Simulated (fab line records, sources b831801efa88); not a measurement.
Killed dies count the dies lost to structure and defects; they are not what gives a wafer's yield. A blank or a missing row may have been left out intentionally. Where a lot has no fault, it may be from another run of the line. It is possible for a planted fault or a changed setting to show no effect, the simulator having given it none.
Which of the tools did it?    flow sky130    route of 708 steps, sampled at 1 step: 12 lots, 36 wafers

## WHAT EACH GAUGE READ, for each wafer
SKY_CAPM_THK_MEAS_04: measures by xrf.
lot   measured      on             CAPM_TIN_THK (nm)
L813  day 37 11:41  film-metro-03  202.4 206.4 205.2
L816  day 37 11:50  film-metro-04  199.4 197.2 198.8
L817  day 37 13:18  film-metro-01  200.8 200.8 201.8
L823  day 39 01:31  film-metro-01  206.7 206.4 206.5
L825  day 43 07:47  film-metro-04  198.1 202.3 199.1
L826  day 43 12:14  film-metro-04  206.5 206.1 204.7
L827  day 43 13:35  film-metro-03  201.8 200.4 200.4
L834  day 43 15:19  film-metro-01  201.1 203.5 202.1
L833  day 43 17:58  film-metro-01  205.6 205.4 203.0
L835  day 43 19:42  film-metro-01  206.2 208.1 204.8
L836  day 43 19:47  film-metro-03  199.3 199.2 198.9
L831  day 43 21:38  film-metro-01  203.5 203.8 205.1

## TOOL THAT RAN EACH LOT (tool first, then ch and the chambers of the sampled wafers, then the start)
The record holds no process step before these readings.

## WHAT THE TOOLS THEMSELVES READ (means of the sampled wafers that have a number; where no wafer has one, the mark that the record gives instead)
The record holds no such reading with a usual standard deviation.

## THE ANSWER, worked out from the rows above alone
Rule: usual is defined by the lots themselves. The widest of any qualifying gaps counts: lots, ordered by their means at a reading, are off when they make up no more than a third of the lots, leave a main group of 4 or more, and stand apart from it by 3 or more times the standard deviation of that group's means. A main group whose means are all the same, to the digits that the tables above print for the reading, isn't used. Also off: a lot with no number at a reading for which 4 or more lots have one. The other lots that the step has rows for count as sound. First the gauges in route order, then the tools' own readings, where a lot's mean is used as printed above. The first step at which some lot is off is used, and at that step the reading that is off furthest; a lot without a number counts as furthest.
Nothing can be told from this: no lot is off at any reading shown.

## WHAT WAS PUT IN BY THE SIMULATOR
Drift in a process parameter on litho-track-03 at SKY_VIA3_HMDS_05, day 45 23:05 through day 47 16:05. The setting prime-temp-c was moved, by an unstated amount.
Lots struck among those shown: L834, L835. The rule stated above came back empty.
